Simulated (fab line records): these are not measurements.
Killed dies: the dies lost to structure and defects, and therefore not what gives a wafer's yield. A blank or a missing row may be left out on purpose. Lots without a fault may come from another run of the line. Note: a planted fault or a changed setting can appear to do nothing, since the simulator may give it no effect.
Which of the tools did it? ; flow sfqLine ; 15 lots with 45 wafers sampled at 4 steps, on a route of 325 steps

== WHAT EACH GAUGE READ, for each wafer ==
No reading from a measuring or inspecting step in the record can be judged against a usual standard deviation.

== WHAT TOOL EACH LOT RAN ON (gives the tool, then ch and the chambers of the sampled wafers, and finally the start) ==
lot;SFQ_TRILAYER_I1_DEP_PECVD_045;SFQ_TRILAYER_I1_METRO_MEASURE_047;SFQ_TRILAYER_I1_VIA_ETCH_VIA_ETCH_052;SFQ_TRILAYER_M2_LITHO_EXPOSE_058
L967;pecvd-03 ch 0,2, day 15 07:32;filmMetro-04, day 15 10:44;rieDiel-03 ch 0,2,3, day 16 12:41;krfScanner-01 ch 0, day 17 06:19
L968;pecvd-04 ch 1,2, day 15 15:10;filmMetro-03, day 15 18:39;rieDiel-01 ch 0,1, day 16 18:41;krfScanner-01 ch 0, day 17 12:19
L969;pecvd-03 ch 0,2, day 16 00:46;filmMetro-04, day 16 04:22;rieDiel-02 ch 0,2,3, day 17 03:05;krfScanner-01 ch 0, day 17 21:30
L973;pecvd-01 ch 0,1, day 18 04:53;filmMetro-02, day 18 11:59;rieDiel-01 ch 0,1,3, day 19 02:16;krfScanner-01 ch 0, day 19 17:42
L974;pecvd-03 ch 0,1,2, day 18 16:54;filmMetro-03, day 19 00:18;rieDiel-02 ch 0,2, day 19 14:16;krfScanner-01, day 20 04:30
L975;pecvd-03 ch 0,1,2, day 19 08:29;filmMetro-02, day 19 12:06;rieDiel-03 ch 0,1,2, day 20 03:28;krfScanner-01, day 20 18:48
L976;pecvd-03 ch 1,2, day 19 12:07;filmMetro-03, day 19 18:18;rieDiel-02 ch 0,1,3, day 20 10:40;krfScanner-01, day 21 20:59
L979;pecvd-04 ch 0,1,2, day 20 01:17;filmMetro-02, day 20 06:06;rieDiel-01 ch 0,3, day 21 17:34;krfScanner-01 ch 0, day 23 02:47
L980;pecvd-04 ch 1,2, day 20 14:29;filmMetro-03, day 20 18:13;rieDiel-02 ch 0,3, day 22 07:58;krfScanner-01 ch 0, day 23 13:20
L982;pecvd-04 ch 0,1,2, day 21 14:02;filmMetro-04, day 21 17:14;rieDiel-02 ch 0,3, day 23 03:10;krfScanner-01 ch 0, day 24 13:55
L983;pecvd-03 ch 1,2, day 21 16:26;filmMetro-04, day 21 20:26;rieDiel-01 ch 0,2,3, day 23 06:46;krfScanner-01 ch 0, day 24 17:43
L984;pecvd-01 ch 0,1,2, day 22 04:14;filmMetro-04, day 22 09:14;rieDiel-01 ch 2,3, day 23 15:55;krfScanner-01 ch 0, day 25 03:07
L985;pecvd-03 ch 0,1, day 22 16:14;filmMetro-04, day 23 00:55;rieDiel-01 ch 2,3, day 24 10:41;krfScanner-01 ch 0, day 25 18:43
L987;pecvd-03 ch 0,2, day 23 06:13;filmMetro-02, day 23 10:23;rieDiel-02 ch 0,2,3, day 24 23:53;krfScanner-01 ch 0, day 26 09:07
L988;pecvd-01 ch 0,1,2, day 23 15:50;filmMetro-02, day 23 19:14;rieDiel-01 ch 1,2,3, day 25 08:17;krfScanner-01 ch 0, day 26 16:31
- SFQ_TRILAYER_I1_DEP_PECVD_045: deposits SiO2 from SiH4/N2O, time 111.11 s, target thk 500 nm.
- SFQ_TRILAYER_I1_METRO_MEASURE_047
- SFQ_TRILAYER_I1_VIA_ETCH_VIA_ETCH_052: etches SiO2 in CHF3, stops on Nb, target depth 260 nm.
- SFQ_TRILAYER_M2_LITHO_EXPOSE_058: exposes mask M2, target cd 500 nm.

== AS READ BY THE TOOLS THEMSELVES (means over the sampled wafers that have a number; for cases with no such wafer, the mark the record gives instead) ==
SFQ_TRILAYER_I1_DEP_PECVD_045. Usual: chamberPressureTorr 2.399 Torr, standard deviation 0.0057; heaterPowerOuterW 32 W, standard deviation 9.7; heaterPowerW 88 W, standard deviation 16; showerheadVppV 831 V, standard deviation 35; throttleValvePct 23.8 %, standard deviation 1.5.
lot;tool;chamberPressureTorr (Torr);heaterPowerOuterW (W);heaterPowerW (W);showerheadVppV (V);throttleValvePct (%);flag
L967;pecvd-03;2.401;29;80;837;23.1;
L968;pecvd-04;2.393;34;94;803;25.7;
L969;pecvd-03;2.403;34;87;830;23.1;
L973;pecvd-01;2.398;34;97;846;23.1;
L974;pecvd-03;-;-;-;-;-;OFF
L975;pecvd-03;-;-;-;-;-;OFF
L976;pecvd-03;-;-;-;-;-;OFF
L979;pecvd-04;2.400;37;98;838;26.4;
L980;pecvd-04;2.403;38;101;810;26.1;
L982;pecvd-04;2.396;39;99;842;26.3;
L983;pecvd-03;2.399;40;100;829;24.3;
L984;pecvd-01;2.399;29;87;830;23.2;
L985;pecvd-03;2.403;24;71;809;22.6;
L987;pecvd-03;2.398;45;105;846;24.5;
L988;pecvd-01;2.402;32;89;830;23.3;

SFQ_TRILAYER_I1_VIA_ETCH_VIA_ETCH_052. Usual: biasW 79.98 W, standard deviation 0.24; drypumpMotorCurrentA 5.8 A, standard deviation 0.49; oesProductAu 0.854 a.u., standard deviation 0.0053.
lot;tool;biasW (W);drypumpMotorCurrentA (A);oesProductAu (a.u.);flag
L967;rieDiel-03;80.00;5.3;0.857;
L968;rieDiel-01;80.05;5.6;0.855;
L969;rieDiel-02;79.87;5.9;0.856;
L973;rieDiel-01;80.04;5.5;0.852;
L974;rieDiel-02;80.15;6.0;0.378;OFF
L975;rieDiel-03;80.14;5.4;0.374;OFF
L976;rieDiel-02;79.77;6.0;0.374;OFF
L979;rieDiel-01;79.97;5.9;0.855;
L980;rieDiel-02;80.00;5.9;0.852;
L982;rieDiel-02;79.84;5.9;0.850;
L983;rieDiel-01;79.97;5.9;0.857;
L984;rieDiel-01;80.04;5.8;0.849;
L985;rieDiel-01;80.05;5.8;0.852;
L987;rieDiel-02;79.99;5.9;0.853;
L988;rieDiel-01;80.12;5.5;0.857;

SFQ_TRILAYER_M2_LITHO_EXPOSE_058. Usual: exposureDoseMJCm2 14.399, standard deviation 0.012; focusOffsetNm -0.1 nm, standard deviation 0.54.
lot;tool;exposureDoseMJCm2;focusOffsetNm (nm);flag
L967;krfScanner-01;14.396;0.2;
L968;krfScanner-01;14.398;-0.3;
L969;krfScanner-01;14.378;-0.0;
L973;krfScanner-01;14.398;-0.0;
L974;krfScanner-01;-;-;OFF
L975;krfScanner-01;-;-;OFF
L976;krfScanner-01;-;-;OFF
L979;krfScanner-01;14.402;-0.0;
L980;krfScanner-01;14.380;-0.1;
L982;krfScanner-01;14.392;0.4;
L983;krfScanner-01;14.394;-0.4;
L984;krfScanner-01;14.393;-0.2;
L985;krfScanner-01;14.403;0.4;
L987;krfScanner-01;14.395;-0.4;
L988;krfScanner-01;14.395;-0.5;

== THE ANSWER, worked out from the rows above alone ==
Rule: a lot counts as off when the mean over its wafers that have a number is more than 3 standard deviations away from the usual mean. A lot without any number at a reading at which 4 lots or more have one is off too. Any other lot the step has rows for is counted as sound. First the gauges in route order, then the tools' own readings, where a lot's mean is used as printed above. At the first step where some lot is off, the reading lying furthest off is the one used; lots without a number count as furthest.
Off: L974, L975, L976, at SFQ_TRILAYER_I1_DEP_PECVD_045 (chamberPressureTorr). Without a number there: L974, L975, L976.
A tool fits if, at that step or a process step before it, it ran every lot that is off, and no sound lot after the first of them. No candidate that was tried fits.

== WHAT THE SIMULATOR PUT IN ==
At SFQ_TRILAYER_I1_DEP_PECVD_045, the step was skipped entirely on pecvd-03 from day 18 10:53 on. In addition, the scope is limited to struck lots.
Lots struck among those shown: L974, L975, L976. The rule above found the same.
